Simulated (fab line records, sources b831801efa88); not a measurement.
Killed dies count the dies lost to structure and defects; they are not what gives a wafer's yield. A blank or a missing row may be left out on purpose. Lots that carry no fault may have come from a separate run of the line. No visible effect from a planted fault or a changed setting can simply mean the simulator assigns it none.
Chamber matching | flow sky130 | SKY_CONTACT_CMP_04 on cmp-01 has 4 sister chambers
The step polishes SiO2. 4 wafers are shown with their chamber, then 12 later ones without.

== WAFERS WITH THEIR CHAMBER ==
wafer  | chamber | motorCurrentA (A)
L089.5 | 3       | 12.1
L090.4 | 0       | 11.8
L092.1 | 2       | 11.1
L092.6 | 1       | 13.2

== WAFERS WITHOUT THEIR CHAMBER ==
wafer  | motorCurrentA (A)
L093.3 | 11.8
L093.4 | 13.9
L093.5 | 11.9
L095.1 | 12.3
L095.2 | 11.3
L095.5 | 11.7
L096.2 | 10.8
L096.5 | 11.3
L096.6 | 13.2
L097.1 | 11.0
L097.2 | 10.8
L097.6 | 13.4

== WHICH CHAMBER EACH WENT THROUGH ==
wafer  | from the rows above          | in truth
L093.3 | can't be placed: 0 or 3      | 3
L093.4 | 1                            | 1
L093.5 | can't be placed: 0 or 3      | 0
L095.1 | can't be placed: 3 or 0      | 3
L095.2 | can't be placed: 2 or 0      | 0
L095.5 | can't be placed: 0 or 3 or 2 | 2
L096.2 | 2                            | 2
L096.5 | can't be placed: 2 or 0      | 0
L096.6 | 1                            | 1
L097.1 | 2                            | 2
L097.2 | 2                            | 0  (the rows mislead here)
L097.6 | 1                            | 1
5 of 12 placed correctly. These rows do not allow placing 6 (true chamber among the candidates in 6). 1 placed wrongly.
How it was worked out, from the rows above alone: a wafer's distance from a chamber is the root of the sum, over the readings, of the square of ((its reading less the chamber's mean) divided by the reading's scatter). The wafer belongs to the nearest chamber; if the next one is less than 2 further off, it can't be placed. The mean given for a chamber averages the wafers shown for that chamber. The scatter: with one shown wafer a chamber, the root of the mean of the squares of how far each hidden wafer lies from its nearest shown one.
